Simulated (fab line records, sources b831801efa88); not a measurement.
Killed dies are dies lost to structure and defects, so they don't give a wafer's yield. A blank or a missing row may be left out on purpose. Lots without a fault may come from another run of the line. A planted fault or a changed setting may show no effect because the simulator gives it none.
Problem report in the 8D (eight disciplines) form, filled by code | flow gf180mcu | the parts of the form that need people (team, actions taken, sign-off) are left out

1. THE PROBLEM
V2_CVD_02_THK at GF_V2_THK_MEAS_03 reads a mean of 600 nm on 2 wafers of 2 lots; wafers without a fault read 847 nm with a standard deviation of 10. That is -25 standard deviations from the usual mean.
First seen on wafer L258.2, day 26 02:50, on film_metro-02. The record holds 42 wafers of 14 lots with a number at this step. Rule for "out", or "out of limits": more than 4 standard deviations from the usual mean. The other wafers with a number count as sound.

2. WHAT IT IS AND WHAT IT IS NOT
question                    | is                           | is not
which readings at this step | V2_CVD_02_THK                | -
which lots                  | L258, L260                   | L240, L241, L242, L244, L245, L246, L247, L249, L250, L251, L253, L263
which wafers of those lots  | L258.2, L260.3               | L258.1, L258.5, L260.1, L260.5
read on which gauges        | film_metro-02, film_metro-03 | film_metro-04
when                        | from day 26 02:50            | up to then (35 sound wafers); but 5 sound wafers of L260, L263 came after

3. SUSPECTS, AND WHAT RULES EACH OUT
Counting: a tool at a process step up to the reading stays a suspect if it ran every lot that is out. Sound lots after the first of them don't rule it out here, since some wafers of a struck lot are sound.
- the gauge at GF_V2_THK_MEAS_03: ruled out. The wafers that are out were read on 2 gauges (film_metro-02, film_metro-03).
- pecvd-04 at GF_V2_CVD_02 (deposits SiO2 from TEOS, target thk 850 nm, time 94.851 s): kept. It ran every lot that is out, first L258 (day 26 02:46); its last sound lot up to then is L253 (day 24 01:56).
Left after counting: pecvd-04 at GF_V2_CVD_02.

4. THE CAUSE (what the simulator had put in)
Process parameter drift: pecvd-04, from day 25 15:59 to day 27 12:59, at GF_V2_CVD_02. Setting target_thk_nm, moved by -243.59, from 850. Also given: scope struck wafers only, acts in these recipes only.
Counting left only this tool.

5. THE CHAIN OF EFFECTS, in route order
Each row: a reading whose mean over the struck wafers that have a number lies more than 3 standard deviations from the usual. Only readings for which the record gives a usual standard deviation are gone through. hours: the time from each lot's start at the first step in this table that gives one to its start at this step, as a median over the lots. sigmas: the change in usual standard deviations.
hours | step              | reading            | usual      | on struck wafers | change | sigmas
0     | GF_V2_THK_MEAS_03 | V2_CVD_02_THK      | 847 nm     | 600              | -248   | -25
2     | GF_V2_CMP_04      | time_to_endpoint_s | 77 s       | 34               | -44    | -8.4
-     | GF_V2_ETCH_17     | oes_product_au     | 0.855 a.u. | 0.831            | -0.024 | -5.3
The process steps in it:
- GF_V2_CMP_04: polishes SiO2.
- GF_V2_ETCH_17: etches SiO2 in C4F8/O2/Ar, stops on TiN, target depth 630 nm.
Later measuring or inspecting steps at which every struck wafer that the step has a row for has a number for every such reading, and none has moved that far: GF_V2_OVL_MEAS_15.

6. WHAT WOULD HAVE CAUGHT IT SOONER
In this record the first reading out of limits at a measuring or inspecting step was taken at day 26 02:50, 11 hours after the fault began at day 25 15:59.
Of the tool readings at GF_V2_CVD_02 for which the record gives a usual standard deviation, none was out on any struck wafer, so an alarm limit of 4 standard deviations on them would not have fired.
Of the lots that are out (2), L260 began GF_V2_CVD_02 on pecvd-04 after day 26 02:50. A hold on the tool at that time would have spared it.
